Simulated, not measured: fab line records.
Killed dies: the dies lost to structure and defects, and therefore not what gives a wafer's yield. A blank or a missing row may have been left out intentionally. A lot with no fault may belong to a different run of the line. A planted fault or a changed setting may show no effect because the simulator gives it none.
A lot that was struck, set against a sound lot || flow sky130 || 22 steps out of a route of 708
Sound: these wafers, L845.1, L845.2, L845.6. Wafers L847.2, L847.3, L847.5 were the ones struck. At the end, the cause is stated.
Each step with rows lists, per side, the tool, then ch with its chambers, then its first start. Under that, the readings that differ: sound wafers || struck wafers || difference of the means || sigmas: that difference in standard deviations of wafers without a fault.
alike: same words and numbers on both sides, and readings whose means sit less than 2 such deviations apart. not compared: any withheld reading, any reading some wafer has no value for, any bound like >300 that may hide the same value, and any number with overlapping values for which the record gives no deviation.
A row with sigmas, a row that says differs or no value, or rows on one side alone: a step with any of these is where the two part. When numbers do not overlap yet have no deviation, they are printed without sigmas and do not part them. A reading that every wafer of one side lacks parts them only if that side has two wafers or more.

first, 2 steps without rows for these wafers: SKY_RES_PROTECT_DEVELOP_06 (develop time 60 s); SKY_POLY_GATE_IMPLANT_02.
SKY_RES_PROTECT_STRIP_07: strips in O2/N2.
  sound on plasma asher-04 ch 0,1, day 18 12:10; struck on plasma asher-04 ch 1, day 19 01:57
  alike: drypump motor current A, oes product au, strip time to endpoint s
  not compared: rf hours counter h
SKY_RES_PROTECT_TW_MEAS_08:
  sound on film metro-01, day 18 12:16; struck on film metro-01, day 19 02:04
  alike: POLY_GATE_TW
then, 2 steps without rows for these wafers: SKY_RES_PROTECT_CLEAN_09 (cleans in SC1/SC2, time 150 s); SKY_POLY_GATE_CVD_03 (deposits Si3N4 from DCS/NH3, target thk 75 nm, time 1290 s).
SKY_POLY_GATE_THK_MEAS_04:
  sound on film metro-02, day 18 15:08; struck on film metro-04, day 19 04:03
  alike: POLY_GATE_CVD_03_THK
then, 5 steps without rows for these wafers: SKY_POLY_GATE_DEHYDRATE_05 (time 60 s); SKY_POLY_GATE_HMDS_06 (prime time 60 s); SKY_POLY_GATE_COAT_07 (resist thk 110 nm); SKY_POLY_GATE_COAT_08 (resist thk 450 nm); SKY_POLY_GATE_SOFTBAKE_09 (time 90 s).
SKY_POLY_GATE_EXPOSE_10: exposes mask P1M, target cd 150 nm.
  sound on krf scanner-01 ch 0, day 19 06:40; struck on krf scanner-01 ch 0, day 19 21:09
{"reading": "mask", "sound": "P1M#0 P1M#0 P1M#0", "struck": "P1M_R1#0 P1M_R1#0 P1M_R1#0", "difference": "differs", "sigmas": ""}
  alike: exposure dose mJ cm2
then, 2 steps without rows for these wafers: SKY_POLY_GATE_PEB_11; SKY_POLY_GATE_DEVELOP_12 (develop time 60 s).
SKY_POLY_GATE_CD_MEAS_13 targets a cd of 150 nm.
  sound on cd sem-01, day 19 22:12; struck on cd sem-01, day 20 12:01
{"reading": "cd nm (nm)", "sound": "149.1 149.2 150.1", "struck": "161.7 162.6 163.1", "difference": "+13.0", "sigmas": "+10"}
SKY_POLY_GATE_OVL_MEAS_14:
  sound on overlay-02, day 19 22:19; struck on overlay-02, day 20 12:07
  alike: POLY_GATE_OVL
SKY_POLY_GATE_ETCH_15: etches BARC in N2/H2, stops on SiO2, time 118.5 s, target depth 110 nm.
  sound on rie diel-04 ch 0,3, day 19 22:21; struck on rie diel-03 ch 2,3, day 20 12:09
{"reading": "model.POLY_GATE.cd nm (nm)", "sound": "151.5 146.2 152.5", "struck": "162.2 159.6 163.4", "difference": "+11.7", "sigmas": ""}
  alike: drypump motor current A, oes product au, throttle valve pct
  not compared: rf hours counter h
SKY_POLY_GATE_ETCH_16: etches Si3N4 in CH3F/O2, stops on poly-Si, time 147.5 s, target depth 75 nm.
  sound on rie diel-04 ch 0,3, day 19 22:26; struck on rie diel-03 ch 2,3, day 20 12:14
  alike: ch3f flow sccm, drypump motor current A, oes product au, throttle valve pct
  not compared: rf hours counter h
SKY_POLY_GATE_ETCH_17: etches poly-Si in HBr/Cl2, stops on SiO2, target depth 180 nm, time 70.5 s.
  sound on rie si-01 ch 0,3, day 19 22:32; struck on rie si-02 ch 0,1,3, day 20 12:20
{"reading": "model.POLY_GATE.cd nm (nm)", "sound": "150.2 148.1 153.5", "struck": "160.8 157.3 165", "difference": "+10.4", "sigmas": ""}
  alike: drypump motor current A, oes product au, throttle valve pct
  not compared: rf hours counter h
SKY_POLY_GATE_STRIP_18: strips in O2/N2.
  sound on plasma asher-02 ch 0,1, day 19 22:35; struck on plasma asher-03 ch 0,1, day 20 12:23
  alike: drypump motor current A, oes product au, strip time to endpoint s
  not compared: rf hours counter h
-- the record jumps here: 28 days lie between the struck wafers' starts before and after (it left off in module POLY_GATE and takes up again in module PAD_OPEN, whose first step shown is number 708 of the route) --
SKY_PAD_OPEN_PROBE_99:
  sound on prober-02, day 48 06:29; struck on prober-02, day 48 14:34
{"reading": "model.etest.nfet g5v0d10v5.r on ohm um", "sound": "1883 1893 1884", "struck": "1916 1915 1921", "difference": "+31", "sigmas": ""}
{"reading": "model.etest.sonos uncharged.r on ohm um", "sound": "803 805.2 804.8", "struck": "845.7 834.5 860.3", "difference": "+42.5", "sigmas": ""}
{"reading": "model.etest.nfet_01v8_lvt.drive ua um", "sound": "577.3 577.9 567", "struck": "544.6 558.4 532.4", "difference": -28.9, "sigmas": ""}
{"reading": "model.etest.nfet_01v8_turned.drive ua um", "sound": "507.8 509.1 498.9", "struck": "485.6 490.5 469.2", "difference": -23.5, "sigmas": ""}
  alike: killed_at_M0_to_M3, killed_at_M4_up, killed at contacts, killed at front end, killed at other, killed dies, killed open, killed short
  not compared: model.etest.pfet_01v8.r on ohm um, model.etest.res poly.line ohm um, model.etest.nfet_01v8.r on ohm um, model.etest.res high po.line ohm um

WHERE THEY PART
Earliest at SKY_POLY_GATE_EXPOSE_10; latest, in this record, at SKY_POLY_GATE_CD_MEAS_13. Later steps at which nothing parts them and some readings are alike: SKY_POLY_GATE_OVL_MEAS_14, SKY_POLY_GATE_ETCH_15, SKY_POLY_GATE_ETCH_16, SKY_POLY_GATE_ETCH_17, SKY_POLY_GATE_STRIP_18, SKY_PAD_OPEN_PROBE_99.

WHY: the cause the simulator had injected
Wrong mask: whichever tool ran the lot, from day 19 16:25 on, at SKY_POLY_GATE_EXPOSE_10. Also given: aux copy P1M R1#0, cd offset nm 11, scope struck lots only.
